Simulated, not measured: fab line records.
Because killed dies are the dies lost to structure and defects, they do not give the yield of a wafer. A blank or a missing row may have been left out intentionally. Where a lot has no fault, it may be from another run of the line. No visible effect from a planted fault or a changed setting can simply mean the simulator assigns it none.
The tool behind it: which one? -- flow sky130 -- 13 lots, 39 wafers sampled, at 6 steps of a route of 708

== WHAT THE GAUGES SHOWED, per wafer ==
SKY_FIELD_ISO_THK_MEAS_02. Usual: for FIELD_ISO_OXIDATION_00_THK the level is 11.96 nm and the standard deviation is 0.26.
lot,measured,on,FIELD_ISO_OXIDATION_00_THK (nm),flag
L901,day 2 03:02,film metro-02,11.90 11.93 11.89,
L902,day 2 08:08,film metro-04,11.90 11.98 11.95,
L903,day 2 13:45,film metro-01,12.12 12.17 12.31,
L904,day 2 19:42,film metro-02,11.97 11.72 11.76,
L905,day 2 23:47,film metro-01,12.26 12.20 11.97,
L906,day 3 03:39,film metro-04,11.88 12.04 11.79,
L907,day 3 10:16,film metro-02,11.74 11.82 11.72,
L909,day 3 18:46,film metro-04,11.55 11.43 11.73,
L912,day 4 09:38,film metro-02,12.02 11.88 11.98,
L918,day 5 15:38,film metro-02,12.42 12.37 12.62,
L919,day 5 21:18,film metro-02,12.22 12.22 11.89,
L920,day 6 05:28,film metro-01,12.20 12.16 11.92,
L921,day 6 12:41,film metro-04,11.92 11.87 11.92,

SKY_VT_ADJUST_HVTP_TW_MEAS_11. Usual: for VT_ADJUST_HVTP_TW the level is 1353 and the standard deviation is 6.5.
lot,measured,on,VT_ADJUST_HVTP_TW,flag
L901,day 6 20:11,film metro-03,1366 1357 1363,
L902,day 7 05:46,film metro-03,1355 1349 1341,
L903,day 7 13:52,film metro-03,1356 1355 1355,
L904,day 7 19:08,film metro-03,1342 1348 1340,
L905,day 7 21:33,film metro-01,1356 1357 1361,
L906,day 8 05:46,film metro-03,1350 1357 1345,
L907,day 8 11:03,film metro-02,30 30 30,OFF
L909,day 8 22:23,film metro-03,1347 1341 1343,
L912,day 9 16:13,film metro-03,1345 1348 1349,
L918,day 11 21:15,film metro-01,1351 1359 1357,
L919,day 11 20:49,film metro-02,1355 1365 1352,
L920,day 12 03:18,film metro-02,1353 1346 1362,
L921,day 12 10:45,film metro-03,1349 1354 1349,

SKY_LDD_HVN_OVL_MEAS_07. Usual: for LDD_HVN_OVL the level is -1.3 nm and the standard deviation is 1.2.
lot,measured,on,LDD_HVN_OVL (nm),flag
L901,day 21 07:59,overlay-01,-1.1 -1.6 -3.2,
L902,day 21 21:07,overlay-02,-2.2 -1.5 -0.9,
L903,day 22 14:24,overlay-02,-1.3 -0.9 -1.3,
L904,day 22 17:36,overlay-02,-0.2 0.2 -0.1,
L905,day 22 20:17,overlay-02,-1.5 -2.1 -1.7,
L906,day 23 19:35,overlay-01,1.0 0.4 -0.1,
L907,day 23 21:14,overlay-01,-1.0 -0.9 0.1,
L909,day 24 06:47,overlay-02,-0.1 -1.0 -0.7,
L912,day 26 11:41,overlay-02,-0.8 -0.1 -0.8,
L918,day 28 02:08,overlay-01,0.1 -0.4 0.5,
L919,day 27 23:24,overlay-01,-2.1 -0.9 -1.0,
L920,day 28 22:44,overlay-01,-3.6 -0.1 -2.0,
L921,day 29 03:03,overlay-02,-1.1 -1.4 -0.3,

SKY_LI_CONTACT_OVL_MEAS_13. Usual: for LI_CONTACT_OVL the level is 0 nm and the standard deviation is 5.6.
lot,measured,on,LI_CONTACT_OVL (nm),flag
L901,day 30 05:28,overlay-02,-1 7 7,
L902,day 30 09:20,overlay-01,2 3 8,
L903,day 31 05:40,overlay-02,5 -5 8,
L904,day 31 09:55,overlay-02,-5 9 -12,
L905,day 31 11:41,overlay-01,-9 -6 -14,
L906,day 32 06:39,overlay-01,-3 -1 7,
L907,day 32 09:33,overlay-01,-3 -1 -4,
L909,day 32 19:49,overlay-01,-2 -3 -1,
L912,day 34 19:02,overlay-02,-7 -4 -10,
L918,day 36 07:07,overlay-01,10 0 4,
L919,day 36 04:34,overlay-02,6 -5 -6,
L920,day 37 02:38,overlay-01,-7 -4 -5,
L921,day 37 07:14,overlay-01,-2 -9 -7,

== WHAT TOOL EACH LOT RAN ON (gives the tool, then ch and the chambers of the sampled wafers, and finally the start) ==
lot,SKY_NWELL_STRIP_25,SKY_VT_ADJUST_HVTP_STRIP_10
L901,"plasma asher-01 ch 0,1, day 6 01:00","plasma asher-01 ch 0,1, day 6 20:04"
L902,"plasma asher-01 ch 0,1, day 6 10:58","plasma asher-04 ch 0,1, day 7 05:40"
L903,"plasma asher-01 ch 0,1, day 6 18:44","plasma asher-04 ch 0,1, day 7 13:46"
L904,"plasma asher-03 ch 0,1, day 6 22:47","plasma asher-04 ch 0,1, day 7 19:04"
L905,"plasma asher-01 ch 0,1, day 7 02:18","plasma asher-01 ch 1, day 7 21:27"
L906,"plasma asher-03 ch 0,1, day 7 08:27","plasma asher-01 ch 0,1, day 8 05:40"
L907,"plasma asher-01 ch 0,1, day 7 14:34","plasma asher-02 ch 0,1, day 8 10:57"
L909,"plasma asher-02 ch 0,1, day 8 00:52","plasma asher-04 ch 0,1, day 8 22:16"
L912,"plasma asher-03 ch 0,1, day 8 18:28","plasma asher-01 ch 0,1, day 9 16:06"
L918,"plasma asher-01 ch 0,1, day 10 21:24","plasma asher-02 ch 0,1, day 11 21:08"
L919,"plasma asher-01 ch 0,1, day 10 20:29","plasma asher-01 ch 0,1, day 11 20:44"
L920,"plasma asher-02 ch 0,1, day 11 03:07","plasma asher-04 ch 0,1, day 12 03:11"
L921,"plasma asher-02 ch 0,1, day 11 09:23","plasma asher-01 ch 0,1, day 12 10:40"
- SKY_NWELL_STRIP_25: strips in O2/N2.
- SKY_VT_ADJUST_HVTP_STRIP_10: strips in O2/N2.

== WHAT THE TOOLS THEMSELVES READ (means of the sampled wafers that have a number; where no wafer has one, the mark that the record gives instead) ==
SKY_NWELL_STRIP_25. Usual: drypump motor current A 5.7 A, standard deviation 0.42; o2 flow sccm 2999 sccm, standard deviation 9.7; oes product au 0.722 a.u., standard deviation 0.0049; strip time to endpoint s 36.96 s, standard deviation 0.096.
lot,tool,drypump motor current A (A),o2 flow sccm (sccm),oes product au (a.u.),strip time to endpoint s (s),flag
L901,plasma asher-01,6.3,2996,0.722,37.02,
L902,plasma asher-01,6.0,3000,0.719,36.92,
L903,plasma asher-01,6.3,2998,0.722,36.83,
L904,plasma asher-03,5.5,3007,0.727,37.04,
L905,plasma asher-01,6.0,2995,0.721,36.79,
L906,plasma asher-03,5.6,2990,0.719,37.07,
L907,plasma asher-01,6.0,3005,0.952,-,OFF
L909,plasma asher-02,5.5,3001,0.723,37.01,
L912,plasma asher-03,5.4,2990,0.722,36.81,
L918,plasma asher-01,6.2,2996,0.721,37.01,
L919,plasma asher-01,6.3,3003,0.726,36.95,
L920,plasma asher-02,5.4,2991,0.725,36.91,
L921,plasma asher-02,5.5,3008,0.726,37.00,

SKY_VT_ADJUST_HVTP_STRIP_10. Usual: drypump motor current A 6.0 A, standard deviation 0.42; o2 flow sccm 3001 sccm, standard deviation 11; oes product au 0.715 a.u., standard deviation 0.0047; strip time to endpoint s 14.19 s, standard deviation 0.046.
lot,tool,drypump motor current A (A),o2 flow sccm (sccm),oes product au (a.u.),strip time to endpoint s (s),flag
L901,plasma asher-01,6.0,3010,0.715,14.18,
L902,plasma asher-04,6.0,2989,0.718,14.28,
L903,plasma asher-04,5.8,3000,0.716,14.10,
L904,plasma asher-04,6.0,3003,0.716,14.16,
L905,plasma asher-01,6.5,3003,0.718,14.23,
L906,plasma asher-01,6.0,2993,0.722,14.22,
L907,plasma asher-02,5.5,2994,0.724,27.19,OFF
L909,plasma asher-04,5.8,2995,0.714,14.27,
L912,plasma asher-01,6.0,3004,0.713,14.17,
L918,plasma asher-02,5.4,3012,0.711,14.15,
L919,plasma asher-01,6.0,2997,0.719,14.22,
L920,plasma asher-04,5.9,2998,0.717,14.15,
L921,plasma asher-01,6.0,3002,0.719,14.20,

== THE ANSWER, worked out from the rows above alone ==
Rule: a lot counts as off when the mean over its wafers that have a number is more than 3 standard deviations away from the usual mean. Also off: a lot with no number at a reading for which 4 or more lots have one. Any other lot the step has rows for is counted as sound. After the gauges, taken in route order, come the tools' own readings; for these a lot's mean is taken, as printed above. The first step at which some lot is off is used, and at that step the reading that is off furthest; a lot without a number counts as furthest.
Off: L907, seen at SKY_VT_ADJUST_HVTP_TW_MEAS_11 (VT_ADJUST_HVTP_TW).
If a tool, at a process step before that reading, ran all the lots that are off and no sound lot after the first of them, it fits. Not tried: the gauges at SKY_VT_ADJUST_HVTP_TW_MEAS_11; whatever is off there is also off at SKY_NWELL_STRIP_25, on other tools, and gauge error can't account for it. Of those tried, none fits.

== WHAT WAS PUT IN BY THE SIMULATOR ==
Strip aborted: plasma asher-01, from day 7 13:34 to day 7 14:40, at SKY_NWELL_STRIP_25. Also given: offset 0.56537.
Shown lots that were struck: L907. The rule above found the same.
